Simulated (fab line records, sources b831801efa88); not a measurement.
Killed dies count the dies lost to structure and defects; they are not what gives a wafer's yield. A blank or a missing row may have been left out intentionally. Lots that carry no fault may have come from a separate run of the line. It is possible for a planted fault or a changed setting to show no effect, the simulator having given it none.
fab line records	flow sky130
record lots=6	wafers=14	lastDay=49
route steps=708 shown CONTACT@424 METAL1@434 PAD_OPEN@708
lots with no fault: from the same line, run without faults
startH: hours from the record's opening day to when the first of the lot's shown wafers began	waitH: hours from the lot's prior step to this one	" the same as in the row above	L1.1+2: a single row standing in for several wafers	- no value present, or no start provided	* or withheld: withheld	< > ~ a bound
route shown NAME@n: a module of which the file shows steps, and the number in the route of the first	usual: mean/standard deviation of fault-free wafers	same: alike in all rows	chamber/n: place in a boat	sites: readings site by site	_std_site: standard deviation of those values	_edge_site: mean of outer sites minus mean of inner sites	radiusMm: for every site, how far away it sits from the centre of the wafer	mask NAME#n: copy n	behind: the last tool/chamber to shape the wafer	hold: reason for holding the lot/hours on hold/outcome of the hold	device: whichever transistor did not switch (one of n, p or np)	end of line: the tests these same wafers got at the end of their route	a step given without rows: its recipe and nothing more	killed: not the wafer's yield, but the dies lost to structure and defects at the first sort	map: shows each die of a wafer: x if killed, . if not, _ if none is there
set.NAME: the setting that was run; set.NAME@STEP: the one run at that earlier step	model.NAME: the simulator's own value behind a step, which no gauge read
lots seen at some steps along the route; tables by step, rows by wafer
services: a tool's chamber out of use, with start hour (startH, from the record's first day; less than 0 if before it), hours out, and reason
## steps
# step SKY_CONTACT_ETCH_18
# recipe target=Si3N4	chemistry=CHF3/O2	stopOn=TiN	sourceW=600	biasW=200	pressureMtorr=40	chf3FlowSccm=50	O2_flow_sccm=5	timeS=39	targetDepthA=750
# usual biasW=200.0/0.57	drypumpMotorCurrentA=5.8/0.5	oesProductAu=0.849/0.0084	throttleValvePct=8.792/0.0091
lot.wafer	tool	chamber	startH	waitH	biasW	drypumpMotorCurrentA	oesProductAu	rfHoursCounterH	throttleValvePct
L836.2	rieDiel-03	0	-	-	199.7	6.6	0.837	11	8.793
L835.5	rieDiel-01	1	-	-	199.7	5.0	0.840	-	8.787
L839.1	rieDiel-03	0	-	-	200.6	6.5	0.855	12	8.787
L839.2	"	3	"	"	199.8	5.6	0.842	12	8.801
L839.3	"	2	"	"	200.2	6.1	0.847	24	8.792
L843.1	rieDiel-02	3	-	-	198.9	6.3	0.845	12	8.794
L843.4	"	2	"	"	199.5	5.7	0.853	-	8.798
L843.6	"	1	"	"	200.4	5.3	0.841	-	8.778
L847.2	rieDiel-01	3	-	-	200.4	6.2	0.845	24	8.791
L847.3	"	2	"	"	200.1	5.0	0.853	20	8.800
L847.5	"	1	"	"	199.5	5.0	0.858	-	8.792
L849.1	rieDiel-03	2	-	-	199.3	6.0	0.832	26	8.789
L849.2	"	1	"	"	199.4	5.7	0.854	17	8.787
L849.6	"	3	"	"	200.4	5.6	0.846	-	8.785
# step SKY_CONTACT_STRIP_19
# recipe chemistry=O2/N2	powerW=1400	pressureMtorr=1500	platenTempC=withheld	o2FlowSccm=3000	n2FlowSccm=300	overashFraction=0.5
# usual drypumpMotorCurrentA=5.6/0.37	oesProductAu=0.380/0.0053	stripTimeToEndpointS=3.62/0.048
lot.wafer	tool	chamber	startH	waitH	drypumpMotorCurrentA	oesProductAu	rfHoursCounterH	stripTimeToEndpointS
L836.2	plasmaAsher-01	0	791.44	-	6.0	0.379	94	3.54
L835.5	plasmaAsher-04	0	793.26	-	6.2	0.380	-	3.59
L839.1	plasmaAsher-01	1	832.40	-	5.5	0.387	97	3.59
L839.2	"	0	"	"	6.0	0.389	97	3.69
L839.3	"	1	"	"	5.5	0.382	-	3.68
L843.1	plasmaAsher-02	0	845.55	-	5.0	0.376	75	3.60
L843.4	"	0	"	"	5.0	0.377	-	3.61
L843.6	"	1	"	"	5.5	0.382	-	3.64
L847.2	plasmaAsher-01	0	868.65	-	5.9	0.377	101	3.64
L847.3	"	1	"	"	5.5	0.390	-	3.64
L847.5	"	0	"	"	5.9	0.384	-	3.57
L849.1	plasmaAsher-01	0	879.57	-	5.9	0.376	102	3.64
L849.2	"	1	"	"	5.5	0.376	102	3.53
L849.6	"	0	"	"	6.0	0.385	-	3.68
# step SKY_CONTACT_STRIP_20
# recipe chemistry=postEtchResidueRemover	timeS=1200	tempC=72.5
# step SKY_CONTACT_CLEAN_21
# recipe chemistry=IPA	timeS=180	tempC=25
# step SKY_CONTACT_CLEAN_22
# recipe chemistry=O3/DIW	dry=n2Spin
# step SKY_CONTACT_SPUTTER_23
# recipe material=TiN	targetThkNm=20	chamberPressurePa=5	powerW=4000	timeS=80
# step SKY_CONTACT_CVD_24
# recipe material=W	targetThkNm=340	timeS=102.12	tempC=400	pressureTorr=40
# step SKY_CONTACT_RS_MEAS_25
# recipe thkMeasGauge=four-point-probe	reads=W_of_CONTACT_CVD_24+TiN_of_CONTACT_SPUTTER_23
# usual CONTACT_W_RS=0.338/0.0079
lot.wafer	tool	chamber	startH	waitH	CONTACT_W_RS[ohm/sq]
L836.2	filmMetro-04	-	792.33	0.1	0.345
L835.5	filmMetro-02	-	794.14	0.1	0.326
L839.1	filmMetro-02	-	833.18	0.1	0.348
L839.2	"	-	"	"	0.326
L839.3	"	-	"	"	0.340
L843.1	filmMetro-02	-	846.40	0.1	0.348
L843.4	"	-	"	"	0.340
L843.6	"	-	"	"	0.343
L847.2	filmMetro-04	-	869.43	0.1	0.336
L847.3	"	-	"	"	0.335
L847.5	"	-	"	"	0.340
L849.1	filmMetro-03	-	880.33	0.1	0.340
L849.2	"	-	"	"	0.326
L849.6	"	-	"	"	0.344
# step SKY_CONTACT_THK_MEAS_26
# recipe thkMeasGauge=xrf	reads=W_of_CONTACT_CVD_24
# usual CONTACT_W_THK=338/8
lot.wafer	tool	chamber	startH	waitH	CONTACT_W_THK[nm]
L836.2	filmMetro-04	-	792.44	0.1	335
L835.5	filmMetro-02	-	794.22	0.1	352
L839.1	filmMetro-02	-	833.30	0.1	329
L839.2	"	-	"	"	350
L839.3	"	-	"	"	337
L843.1	filmMetro-02	-	846.52	0.1	331
L843.4	"	-	"	"	339
L843.6	"	-	"	"	335
L847.2	filmMetro-04	-	869.54	0.1	339
L847.3	"	-	"	"	339
L847.5	"	-	"	"	334
L849.1	filmMetro-03	-	880.45	0.1	334
L849.2	"	-	"	"	349
L849.6	"	-	"	"	332
# step SKY_CONTACT_CMP_27
# recipe stopOn=SiO2	tOverpolishS=15	downForcePsi=3.5	platenRpm=60	targetThkNm=0	padVelocityMS=0.94248
# usual motorCurrentA=11.2/1.1	overpolishRunS=14.999/0.0075	retainingRingPressureFrac=0.999/0.0046	timeToEndpointS=82/4.1
lot.wafer	tool	chamber	startH	waitH	motorCurrentA	overpolishRunS	retainingRingPressureFrac	timeToEndpointS
L836.2	cmp-02	3	792.59	0.1	9.2	15.014	1.001	76
L835.5	cmp-02	1	794.49	0.3	12.3	15.000	0.998	87
L839.2	cmp-01	2	833.40	0.1	11.5	15.012	0.995	82
L839.1	"	3	"	"	10.5	15.004	0.999	77
L839.3	"	0	"	"	12.5	15.000	1.000	85
L843.1	cmp-02	3	846.58	0.1	9.0	15.012	1.006	76
L843.4	"	2	"	"	11.7	14.999	0.991	86
L843.6	"	3	"	"	8.7	14.997	1.005	77
L847.3	cmp-02	2	869.64	0.1	11.5	14.994	1.004	83
L847.2	"	0	"	"	11.6	15.005	0.995	80
L847.5	"	2	"	"	10.8	14.994	1.007	87
L849.1	cmp-02	3	880.51	0.1	8.8	15.002	0.996	76
L849.2	"	2	"	"	11.6	15.001	0.993	86
L849.6	"	0	"	"	12.1	15.000	1.007	74
# step SKY_METAL1_SPUTTER_00
# recipe material=Ti	targetThkNm=15	powerW=3000	timeS=10	chamberPressurePa=0.4
# usual cathodeDcPowerW=3000.0/0.56	throttleValvePct=30.2/1.1
lot.wafer	tool	chamber	startH	waitH	cathodeDcPowerW	throttleValvePct
L836.2	pvdSputter-02	-	792.79	0.1	3000.7	31.7
L835.5	pvdSputter-02	-	794.55	0.0	2999.7	31.8
L839.1	pvdSputter-01	-	833.70	0.2	2999.9	29.1
L839.2	"	-	"	"	2999.7	29.3
L839.3	"	-	"	"	3001.0	29.9
L843.1	pvdSputter-01	-	846.88	0.2	3000.2	29.7
L843.4	"	-	"	"	3000.0	29.0
L843.6	"	-	"	"	2999.9	29.1
L847.2	pvdSputter-01	-	869.89	0.1	2999.9	28.8
L847.3	"	-	"	"	3000.0	31.0
L847.5	"	-	"	"	2999.7	29.0
L849.1	pvdSputter-03	-	880.81	0.2	2998.2	28.1
L849.2	"	-	"	"	2999.2	29.3
L849.6	"	-	"	"	3000.6	30.9
# step SKY_METAL1_SPUTTER_01
# recipe material=TiN	targetThkNm=20	powerW=6500	timeS=16.7	chamberPressurePa=0.4
# step SKY_METAL1_SPUTTER_02
# recipe material=AlCu	targetThkNm=250	powerW=10600	timeS=13.3	chamberPressurePa=0.4
# usual cathodeDcPowerW=10600/1.9	throttleValvePct=30.2/1.1
lot.wafer	tool	chamber	startH	waitH	cathodeDcPowerW	throttleValvePct	model.AlCu_of_METAL1_SPUTTER_02.thkNm
L836.2	pvdSputter-02	-	792.83	0.0	10597	31.9	310.1
L835.5	pvdSputter-02	-	794.60	0.0	10603	31.8	311.4
L839.1	pvdSputter-01	-	833.75	0.0	10598	29.0	251.5
L839.2	"	-	"	"	10598	28.8	251.9
L839.3	"	-	"	"	10604	29.7	250.5
L843.1	pvdSputter-01	-	846.93	0.0	10598	29.8	241.4
L843.4	"	-	"	"	10596	29.0	244.7
L843.6	"	-	"	"	10599	29.2	243.9
L847.2	pvdSputter-01	-	869.94	0.0	10600	29.0	245.9
L847.3	"	-	"	"	10599	30.8	247.5
L847.5	"	-	"	"	10599	28.8	247.2
L849.1	pvdSputter-03	-	880.86	0.0	10600	28.4	246.8
L849.2	"	-	"	"	10599	29.4	244.9
L849.6	"	-	"	"	10597	30.7	247.5
# step SKY_METAL1_SPUTTER_03
# recipe material=Ti	targetThkNm=5	powerW=2916	timeS=3.3	chamberPressurePa=0.4
# step SKY_METAL1_SPUTTER_04
# recipe material=TiN	targetThkNm=70	powerW=6500	timeS=58.3	chamberPressurePa=0.4
# step SKY_METAL1_RS_MEAS_05
# recipe thkMeasGauge=four-point-probe	reads=TiN_of_METAL1_SPUTTER_04+Ti_of_METAL1_SPUTTER_03+AlCu_of_METAL1_SPUTTER_02+TiN_of_METAL1_SPUTTER_01+Ti_of_METAL1_SPUTTER_00
# usual METAL1_ALCU_RS=0.1274/0.0017
lot.wafer	tool	chamber	startH	waitH	METAL1_ALCU_RS[ohm/sq]
L836.2	filmMetro-04	-	792.94	0.0	0.1017
L835.5	filmMetro-02	-	794.76	0.1	0.1011
L839.1	filmMetro-02	-	833.84	0.0	0.1257
L839.2	"	-	"	"	0.1257
L839.3	"	-	"	"	0.1263
L843.1	filmMetro-01	-	847.02	0.0	0.1316
L843.4	"	-	"	"	0.1295
L843.6	"	-	"	"	0.1303
L847.2	filmMetro-01	-	870.05	0.0	0.1290
L847.3	"	-	"	"	0.1285
L847.5	"	-	"	"	0.1285
L849.1	filmMetro-04	-	880.95	0.0	0.1290
L849.2	"	-	"	"	0.1299
L849.6	"	-	"	"	0.1284
# step SKY_METAL1_THK_MEAS_06
# recipe thkMeasGauge=xrf	reads=AlCu_of_METAL1_SPUTTER_02
# usual METAL1_ALCU_THK=248/3.8
lot.wafer	tool	chamber	startH	waitH	METAL1_ALCU_THK[nm]
L836.2	filmMetro-04	-	793.05	0.1	307
L835.5	filmMetro-02	-	794.84	0.1	309
L839.1	filmMetro-02	-	833.96	0.1	251
L839.2	"	-	"	"	252
L839.3	"	-	"	"	251
L843.1	filmMetro-01	-	847.14	0.1	239
L843.4	"	-	"	"	242
L843.6	"	-	"	"	241
L847.2	filmMetro-01	-	870.16	0.1	241
L847.3	"	-	"	"	246
L847.5	"	-	"	"	245
L849.1	filmMetro-04	-	881.07	0.1	244
L849.2	"	-	"	"	242
L849.6	"	-	"	"	247
# step SKY_METAL1_DEHYDRATE_07
# recipe tempC=200	timeS=60
# step SKY_METAL1_HMDS_08
# recipe primeTimeS=60	primeTempC=120
# step SKY_METAL1_COAT_09
# recipe resist=BARC	tempC=withheld	timeS=withheld	spinRpm=3000	resistThkNm=60
# step SKY_METAL1_COAT_10
# recipe resist=KrF-thick	spinRpm=3000	resistThkNm=450
# step SKY_METAL1_SOFTBAKE_11
# recipe tempC=100	timeS=90	resist=KrF-thick
# step SKY_METAL1_EXPOSE_12
# recipe maskId=MM1	na=0.8	sourceShape=annular	sigmaInner=0.55	sigmaOuter=0.85	targetCdNm=140	doseMj=28
# step SKY_METAL1_PEB_13
# recipe pebTempC=withheld	pebTimeS=withheld	resist=KrF-thick
# step SKY_METAL1_DEVELOP_14
# recipe developTimeS=60	resist=KrF-thick	devTempC=21
# step SKY_METAL1_CD_MEAS_15
# recipe targetCdNm=140
# usual cdNm=140.2/1.6
lot.wafer	tool	chamber	startH	waitH	cdNm
L836.2	cdSem-02	-	819.94	-	139.0
L835.5	cdSem-01	-	821.59	-	137.8
L839.1	cdSem-02	-	860.51	-	141.1
L839.2	"	-	"	"	142.7
L839.3	"	-	"	"	142.9
L843.1	cdSem-01	-	873.42	-	140.2
L843.4	"	-	"	"	139.4
L843.6	"	-	"	"	140.8
L847.2	cdSem-02	-	895.84	-	141.5
L847.3	"	-	"	"	141.7
L847.5	"	-	"	"	141.3
L849.1	cdSem-02	-	907.12	-	139.4
L849.2	"	-	"	"	140.9
L849.6	"	-	"	"	141.1
# step SKY_METAL1_OVL_MEAS_16
# usual METAL1_OVL=4/5.3
lot.wafer	tool	chamber	startH	waitH	METAL1_OVL[nm]
L836.2	overlay-01	-	820.04	0.1	-7
L835.5	overlay-02	-	821.65	0.0	3
L839.1	overlay-02	-	860.63	0.1	8
L839.2	"	-	"	"	-6
L839.3	"	-	"	"	-2
L843.1	overlay-01	-	873.54	0.1	9
L843.4	"	-	"	"	1
L843.6	"	-	"	"	2
L847.2	overlay-01	-	895.94	0.1	-8
L847.3	"	-	"	"	7
L847.5	"	-	"	"	3
L849.1	overlay-02	-	907.24	0.1	6
L849.2	"	-	"	"	3
L849.6	"	-	"	"	2
# step SKY_METAL1_DESCUM_17
# recipe chemistry=O2	sourcePowerW=150	biasPowerW=0	pressureMtorr=10	tempC=40	timeS=8
# step SKY_METAL1_ETCH_18
# recipe chemistry=N2/H2	target=BARC	ionEnergyEv=200	biasW=100	pressureMtorr=30	n2FlowSccm=100	h2FlowSccm=200	icpW=500	stopOn=SiO2	timeS=45.9	targetDepthA=600
# step SKY_METAL1_METAL_ETCH_19
# recipe targetDepthA=3600	stopOn=SiO2	overEtchFrac=0.3	timeS=78	chemistry=Cl2/BCl3	resistSidewallDeg=88	pressureMtorr=10	icpW=900	biasW=48.5	Cl2_flow_sccm=60	bcl3FlowSccm=30
# usual biasW=48.51/0.13	drypumpMotorCurrentA=5.79/0.22	oesProductAu=0.853/0.0061	throttleValvePct=22.263/0.0084
lot.wafer	tool	chamber	startH	waitH	biasW	drypumpMotorCurrentA	oesProductAu	rfHoursCounterH	throttleValvePct
L836.2	rieMetal-04	1	820.17	0.0	48.53	5.89	0.896	8	22.287
L835.5	rieMetal-03	0	821.82	0.1	48.61	5.98	0.891	-	22.261
L839.1	rieMetal-03	1	860.76	0.0	48.43	5.73	0.857	9	22.258
L839.2	"	0	"	"	48.66	5.97	0.859	2	22.262
L839.3	"	0	"	"	48.50	5.97	0.857	-	22.266
L843.1	rieMetal-04	0	873.67	0.0	48.23	5.74	0.847	19	22.270
L843.4	"	0	"	"	48.27	5.74	0.850	-	22.259
L843.6	"	0	"	"	48.47	5.76	0.848	-	22.262
L847.2	rieMetal-03	1	896.07	0.0	48.38	5.71	0.844	10	22.266
L847.3	"	0	"	"	48.71	5.98	0.854	-	22.270
L847.5	"	1	"	"	48.53	5.73	0.859	-	22.263
L849.1	rieMetal-04	1	907.46	0.1	48.55	5.91	0.852	12	22.255
L849.2	"	1	"	"	48.39	5.90	0.847	-	22.263
L849.6	"	1	"	"	48.54	5.94	0.840	-	22.251
# step SKY_METAL1_STRIP_20
# recipe chemistry=O2/N2	powerW=1400	pressureMtorr=1500	platenTempC=withheld	o2FlowSccm=3000	n2FlowSccm=300	overashFraction=0.5
# usual drypumpMotorCurrentA=5.6/0.48	oesProductAu=0.341/0.0056	stripTimeToEndpointS=2.66/0.059
lot.wafer	tool	chamber	startH	waitH	drypumpMotorCurrentA	oesProductAu	rfHoursCounterH	stripTimeToEndpointS
L836.2	plasmaAsher-04	1	820.26	0.1	5.2	0.336	38	2.58
L835.5	plasmaAsher-02	0	821.91	0.1	5.0	0.349	-	2.62
L839.1	plasmaAsher-02	0	860.85	0.1	5.0	0.349	77	2.65
L839.2	"	1	"	"	5.5	0.343	77	2.67
L839.3	"	0	"	"	5.0	0.341	-	2.61
L843.1	plasmaAsher-04	1	873.76	0.1	5.2	0.345	44	2.72
L843.4	"	1	"	"	5.2	0.337	-	2.73
L843.6	"	0	"	"	6.1	0.345	-	2.70
L847.2	plasmaAsher-04	1	896.16	0.1	5.2	0.330	46	2.60
L847.3	"	0	"	"	6.1	0.344	-	2.61
L847.5	"	1	"	"	5.2	0.346	-	2.61
L849.1	plasmaAsher-02	0	907.64	0.1	5.0	0.339	82	2.60
L849.2	"	1	"	"	5.5	0.340	82	2.65
L849.6	"	0	"	"	5.0	0.337	-	2.65
# step SKY_PAD_OPEN_PROBE_99
lot.wafer	tool	chamber	startH	waitH	model.etest.liconPdiff.rcOhm	model.etest.pfet_01v8.rOnOhmUm	model.etest.pfetG5v0d10v5.rOnOhmUm	model.etest.nfetG5v0d10v5.rOnOhmUm	model.etest.nfet_01v8.rOnOhmUm	model.etest.liconNdiff.rcOhm	model.etest.sonosUncharged.rOnOhmUm	model.etest.liconHighPo.rcOhm
L836.2	prober-01	-	1122.01	0.1	719.4	3048	4888	1967	894.3	241.5	881.7	391.1
L835.5	prober-02	-	1123.66	0.2	733.3	3122	4951	1993	896.5	257.6	870.1	413.9
L839.1	prober-01	-	1152.76	0.1	597.9	2931	4720	1866	842.7	183.7	806.7	352.7
L839.2	prober-01	-	1152.81	0.1	592.8	2951	4838	1899	858.1	187.2	826.1	362.8
L839.3	prober-01	-	1152.86	0.2	587.4	2830	4768	1848	805.6	183.6	791.8	355.1
L843.1	prober-02	-	1157.72	0.1	601.1	2986	4745	1885	862.7	183.2	821.4	356.3
L843.4	prober-02	-	1157.87	0.2	599.2	2938	4784	1892	850.6	182.7	803.5	363.7
L843.6	prober-02	-	1157.97	0.2	578.3	3016	4721	1878	866.4	189.9	817.4	355.9
L847.2	prober-01	-	1172.35	0.1	579.6	2879	4784	1875	828.7	174.3	808.2	347.7
L847.3	prober-01	-	1172.40	0.2	592.3	2889	4853	1905	818.5	180	799.8	354.2
L847.5	prober-01	-	1172.50	0.2	595.7	2920	4759	1865	842.5	191.5	818.5	364
L849.1	prober-02	-	1180.93	0.1	581.9	2970	4800	1933	871	182.3	809	336.7
L849.2	prober-02	-	1180.98	0.1	593.1	3024	4835	1924	877	184	812	347.6
L849.6	prober-02	-	1181.18	0.2	603.7	3010	4816	1917	871	194.5	818.4	362.4
# killed by level:class
L839.1 VIA1:geometricParticle:open=18 CONTACT:geometricParticle:open=12 VIA1:geometricParticle:short=9 POLY_GATE:geometricParticle:short=6 POLY_GATE:geometricParticle:open=6 LI_CONTACT:geometricParticle:open=5 METAL1:geometricParticle:short=5 METAL2:geometricParticle:short=5
L839.2 CONTACT:geometricParticle:open=15 VIA1:geometricParticle:open=10 VIA2:geometricParticle:open=7 LI_CONTACT:geometricParticle:open=6 VIA1:geometricParticle:short=6 VIA3:geometricParticle:open=6 FIELD_ISO:geometricParticle:open=5 METAL2:geometricParticle:short=5
L839.3 VIA1:geometricParticle:open=15 VIA1:geometricParticle:short=9 CONTACT:geometricParticle:open=8 LI_CONTACT:geometricParticle:open=6 VIA3:geometricParticle:short=6 METAL2:geometricParticle:short=5 VIA2:geometricParticle:open=5 POLY_GATE:geometricParticle:open=4
L843.1 LI_CONTACT:geometricParticle:open=13 CONTACT:geometricParticle:open=12 METAL2:geometricParticle:short=12 VIA3:geometricParticle:open=8 VIA2:geometricParticle:short=8 POLY_GATE:geometricParticle:open=7 VIA1:geometricParticle:short=7 METAL1:geometricParticle:short=6
L843.4 CONTACT:geometricParticle:open=11 LI_CONTACT:geometricParticle:open=6 POLY_GATE:geometricParticle:open=4 LI_CONTACT:geometricParticle:short=4 LOCAL_INTERCONNECT:geometricParticle:short=4 VIA1:geometricParticle:open=4 VIA2:geometricParticle:open=4 VIA2:geometricParticle:short=4
L843.6 CONTACT:geometricParticle:open=7 VIA3:geometricParticle:short=5 LI_CONTACT:geometricParticle:open=5 VIA1:geometricParticle:open=5 CONTACT:geometricParticle:short=5 VIA2:geometricParticle:open=4 VIA2:geometricParticle:short=4 METAL2:geometricParticle:short=3
L847.2 VIA1:geometricParticle:open=14 CONTACT:geometricParticle:open=10 VIA2:geometricParticle:open=8 SPACER:geometricParticle:short=6 CONTACT:geometricParticle:short=6 METAL2:geometricParticle:short=6 LI_CONTACT:geometricParticle:open=5 METAL1:geometricParticle:short=5
L847.3 VIA1:geometricParticle:open=8 CONTACT:geometricParticle:open=7 VIA2:geometricParticle:open=7 LI_CONTACT:geometricParticle:open=6 METAL2:geometricParticle:short=6 METAL1:geometricParticle:short=5 VIA2:geometricParticle:short=5 METAL1:geometricParticle:open=4
L847.5 CONTACT:geometricParticle:open=10 LI_CONTACT:geometricParticle:open=9 LOCAL_INTERCONNECT:geometricParticle:short=7 CONTACT:geometricParticle:short=7 POLY_GATE:geometricParticle:open=6 VIA1:geometricParticle:open=5 METAL1:geometricParticle:short=5 VIA2:geometricParticle:open=5
L849.1 VIA1:geometricParticle:open=9 VIA2:geometricParticle:open=9 CONTACT:geometricParticle:open=7 VIA3:geometricParticle:open=6 FIELD_ISO:geometricParticle:open=4 FIELD_ISO:geometricParticle:short=4 POLY_GATE:geometricParticle:short=4 LI_CONTACT:geometricParticle:open=4
L849.2 LOCAL_INTERCONNECT:geometricParticle:short=7 CONTACT:geometricParticle:open=7 VIA2:geometricParticle:open=7 LI_CONTACT:geometricParticle:open=5 VIA1:geometricParticle:short=5 VIA1:geometricParticle:open=5 METAL2:geometricParticle:short=5 FIELD_ISO:geometricParticle:open=4
L849.6 VIA2:geometricParticle:open=9 CONTACT:geometricParticle:open=9 METAL1:geometricParticle:short=9 VIA1:geometricParticle:open=7 LI_CONTACT:geometricParticle:open=6 VIA3:geometricParticle:open=6 METAL2:geometricParticle:short=6 FIELD_ISO:geometricParticle:open=5
## services
tool	chamber	startH	hours	kind
rieMetal-03	0	777.55	-	clean
rieMetal-03	0	777.55	25.3	scheduledDown
rieMetal-03	0	777.55	25.3	ventCycle
cmp-02	-	778.09	8.8	pm
pvdSputter-03	-	789.07	8.0	repair
plasmaAsher-04	-	796.31	0.5	repair
rieDiel-02	2	799.03	5.4	repair
rieDiel-02	-	800.38	4.5	repair
pvdSputter-01	-	812.13	1.7	repair
rieDiel-01	0	814.70	4.5	repair
rieMetal-04	-	831.22	2.8	pm
rieDiel-02	0	832.26	15.3	repair
rieDiel-02	1	832.79	4.4	repair
rieDiel-01	0	846.98	7.5	repair
cmp-02	-	851.21	0.7	repair
rieDiel-01	-	863.21	0.4	repair
rieMetal-03	0	867.42	2.0	repair
pvdSputter-02	-	877.06	3.1	repair
rieDiel-02	3	893.07	5.3	repair
rieMetal-04	0	897.29	-	clean
rieMetal-04	0	897.29	19.5	scheduledDown
rieMetal-04	0	897.29	19.5	ventCycle
cmp-01	-	907.13	0.4	repair
rieDiel-02	-	907.38	0.3	repair
## key
firstSign step=SKY_METAL1_RS_MEAS_05	reading=METAL1_ALCU_RS	direction=down	sigmas=16	usual=0.1274	struck=0.1014
effect step=SKY_METAL1_THK_MEAS_06	reading=METAL1_ALCU_THK	direction=up	sigmas=16	usual=248	struck=308
effect step=SKY_METAL1_METAL_ETCH_19	reading=oesProductAu	direction=up	sigmas=6.6	usual=0.853	struck=0.893
modelEffect step=SKY_METAL1_SPUTTER_02	value=AlCu_of_METAL1_SPUTTER_02.thkNm	without=246.7	struck=310.7
modelEffect step=SKY_PAD_OPEN_PROBE_99	value=etest.liconPdiff.rcOhm	without=600.7	struck=726.3
metAt SKY_METAL1_SPUTTER_02
struckWafers L835.5,L836.2
sortLeftOut L835.5,L836.2
testerLeftOut L835,L836
alsoFits SKY_METAL1_SPUTTER_00:pvdSputter-02
earlierFault kind=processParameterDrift	tool=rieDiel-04	chamber=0	onsetH=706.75	steps=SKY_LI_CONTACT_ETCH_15	channel=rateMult	offset=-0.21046	shape=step	endH=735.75
fault kind=processParameterDrift	tool=pvdSputter-02	chamber=-	onsetH=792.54	steps=SKY_METAL1_SPUTTER_02	channel=timeS	offset=*	shape=step	actsIn=*	stated=*
# testerLeftOut: of these lots the tester's yield and bins aren't shown, on N5 and GAA mostly nor the transistor test; their killed dies are dies lost to structure and defects alone, not to doping, threshold or leakage, so they don't give the yield
# sortLeftOut: the simulated sort isn't trusted on such a fault, so these wafers' sort isn't shown, and their yield isn't known
